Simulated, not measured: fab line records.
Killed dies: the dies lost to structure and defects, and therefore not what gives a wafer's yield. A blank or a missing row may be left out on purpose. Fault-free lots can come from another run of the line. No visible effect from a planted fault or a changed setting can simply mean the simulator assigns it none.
One fault seen from 2 desks | flow gf180mcu | only its own numbers are on each desk; what lay behind them is given at the end

== AT THE TOOL OWNER'S DESK: iline stepper-02 ==
The tool's own readings at GF_HV_LDD_EXPOSE_28 (exposes mask Nplus HV AREA, target cd 400 nm): means of the sampled wafers that have a number, for each lot that ran on this tool. The brackets show how far a lot's mean lies from the usual mean; more than 4 standard deviations puts the lot out of limits, marked OUT.
Columns: A = exposure dose mJ cm2 at GF_HV_LDD_EXPOSE_28, usual 140.00
lot  | first seen here | A
L437 | day 11 17:29    | 140.01
L440 | day 12 07:01    | 139.95
L448 | day 14 13:50    | 152.34 (+99 or more) OUT
L451 | day 15 17:28    | 152.46 (+99 or more) OUT
This desk's verdict: out of limits on L448, L451, starting with L448 at day 14 13:50 (exposure dose mJ cm2 at GF_HV_LDD_EXPOSE_28). Within limits: L437, L440.

== METROLOGY DESK ==
Means of the sampled wafers that have a number, per lot and without regard to the tool the lot ran on: this is what the gauges read. The brackets show how far a lot's mean lies from the usual mean; more than 4 standard deviations puts the lot out of limits, marked OUT.
Columns: A = NWELL_OVL at GF_NWELL_OVL_MEAS_07, usual -0.6 nm; B = cd nm at GF_HV_LDD_CD_MEAS_31, usual 399.8 nm; C = PSD_OVL at GF_PSD_OVL_MEAS_08, usual -1.1 nm
lot  | first seen here | A    | B               | C
L438 | day 3 19:10     | -0.7 | 400.3           | 0.7
L437 | day 3 20:02     | -1.6 | 402.4           | -1.3
L439 | day 4 02:32     | -0.4 | 398.3           | -0.7
L441 | day 4 06:44     | 0.7  | 398.2           | -1.6
L440 | day 4 07:36     | -1.6 | 401.5           | -2.3
L442 | day 4 14:35     | 2.2  | 397.4           | -2.5
L443 | day 4 18:11     | 0.4  | 401.0           | 0.0
L444 | day 5 02:12     | -1.9 | 396.1           | 0.4
L448 | day 5 20:13     | 0.4  | 424.3 (+12) OUT | -1.8
L451 | day 6 16:14     | 0.9  | 424.0 (+12) OUT | -2.5
L455 | day 7 23:38     | -3.0 | 399.1           | 0.0
L457 | day 8 11:11     | -0.4 | 400.3           | -1.8
This desk's verdict: out of limits on L448, L451, starting with L448 at day 14 23:56 (cd nm at GF_HV_LDD_CD_MEAS_31). Within limits: L438, L437, L439, L441, L440, L442, L443, L444, L455, L457.

== BROUGHT TOGETHER ==
On L448, L451, at day 14 13:50, an alarm was possible from the tool owner's desk.
L448, L451 would have let the metrology desk raise an alarm at day 14 23:56.
The lots listed all ran GF_HV_LDD_EXPOSE_28 on iline stepper-02.

== WHAT THE SIMULATOR HAD PUT IN ==
Drift in process parameters on iline stepper-02 at GF_HV_LDD_EXPOSE_28, starting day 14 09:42. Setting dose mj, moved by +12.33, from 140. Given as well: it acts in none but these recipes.
Lots struck among those shown: L448, L451.
Fault start to first reading out of limits, in hours, per desk: tool owner, 4; metrology, 14.
